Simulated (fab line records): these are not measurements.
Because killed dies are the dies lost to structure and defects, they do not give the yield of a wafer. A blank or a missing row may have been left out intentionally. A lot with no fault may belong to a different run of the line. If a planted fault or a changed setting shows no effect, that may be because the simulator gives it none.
A lot that was struck, set against a sound lot || flow sky130 || 20 out of 708 route steps
Sound: wafers L401.3, L401.5, L401.6. The struck wafers were L408.1, L408.3, L408.6. The cause is named last.
At each step with rows: each side's tool, then ch and its chambers, then its first start. Under that, the readings that differ: sound wafers || struck wafers || difference of the means || sigmas: that difference in standard deviations of wafers without a fault.
alike: readings with means less than 2 such deviations apart, plus words and numbers identical on both sides. not compared: withheld readings, readings lacking a value on some wafer, bounds such as >300 that could conceal the same value, and numbers that have no deviation in the record and whose values overlap.
A row with sigmas, a row that says differs or no value, or rows on one side alone: a step with any of these is where the two part. When numbers do not overlap yet have no deviation, they are printed without sigmas and do not part them. A reading that every wafer of one side lacks parts them only if that side has two wafers or more.

first, 6 steps without rows for these wafers: SKY_DNWELL_COAT_02 (resist thk 3000 nm); SKY_DNWELL_SOFTBAKE_03; SKY_DNWELL_EXPOSE_04 (exposes mask DNM, target cd 3000 nm); SKY_DNWELL_PEB_05; SKY_DNWELL_DEVELOP_06 (develop time 60 s); SKY_DNWELL_IMPLANT_07.
SKY_DNWELL_STRIP_08: strips in O2/N2.
  sound on plasma-asher-03 ch 0,1, day 3 04:43; struck on plasma-asher-01 ch 0,1, day 4 21:18
  alike: drypump-motor-current-A, oes-product-au, strip-time-to-endpoint-s
  not compared: rf-hours-counter-h
SKY_DNWELL_TW_MEAS_09:
  sound on film-metro-03 at day 3 04:49; struck on film-metro-01 at day 4 21:24
{"reading": "DNWELL_TW", "sound": "1126 1128 1126", "struck": "1101 1102 1103", "difference": -25, "sigmas": -3}
then, 4 steps without rows for these wafers: SKY_PWDE_DEHYDRATE_00 (time 60 s); SKY_PWDE_HMDS_01 (prime time 60 s); SKY_PWDE_COAT_02 (resist thk 3000 nm); SKY_PWDE_SOFTBAKE_03.
SKY_PWDE_EXPOSE_04: exposes mask PWDEM, target cd 840 nm.
  sound on iline-stepper-02 ch 0, day 3 12:28; struck on iline-stepper-02 ch 0, day 5 05:55
{"reading": "mask", "sound": "PWDEM#0 PWDEM#0 PWDEM#0", "struck": "NWM#0 NWM#0 NWM#0", "difference": "differs", "sigmas": ""}
  alike: focus-offset-nm
then, 2 steps without rows for these wafers: SKY_PWDE_PEB_05; SKY_PWDE_DEVELOP_06 (develop time 60 s).
SKY_PWDE_OVL_MEAS_07:
  sound on overlay-02 at day 3 20:36; struck on overlay-01 at day 5 14:05
{"reading": "PWDE_OVL (nm)", "sound": "-3.1 -4.3 -3.8", "struck": "- - -", "difference": "no value on the struck wafers", "sigmas": ""}
following that, these wafers have no rows for 1 step: SKY_PWDE_IMPLANT_08.
SKY_PWDE_STRIP_09: strips in O2/N2.
  sound on plasma-asher-04 ch 0,1, day 3 20:48; struck on plasma-asher-03 ch 1, day 5 14:16
  alike: drypump-motor-current-A, oes-product-au, strip-time-to-endpoint-s
  not compared: rf-hours-counter-h
SKY_PWDE_TW_MEAS_10:
  sound on film-metro-02 at day 3 20:53; struck on film-metro-02 at day 5 14:22
{"reading": "PWDE_TW", "sound": "374.4 371.4 373.8", "struck": "30.0 29.9 29.9", "difference": -343.3, "sigmas": "-99 or more"}
then, 1 step without rows for these wafers: SKY_NWELL_DEHYDRATE_03 (time 60 s).

## WHERE THEY PART
First at SKY_DNWELL_TW_MEAS_09; last, within this record, at SKY_PWDE_TW_MEAS_10.

WHY: the cause the simulator had injected
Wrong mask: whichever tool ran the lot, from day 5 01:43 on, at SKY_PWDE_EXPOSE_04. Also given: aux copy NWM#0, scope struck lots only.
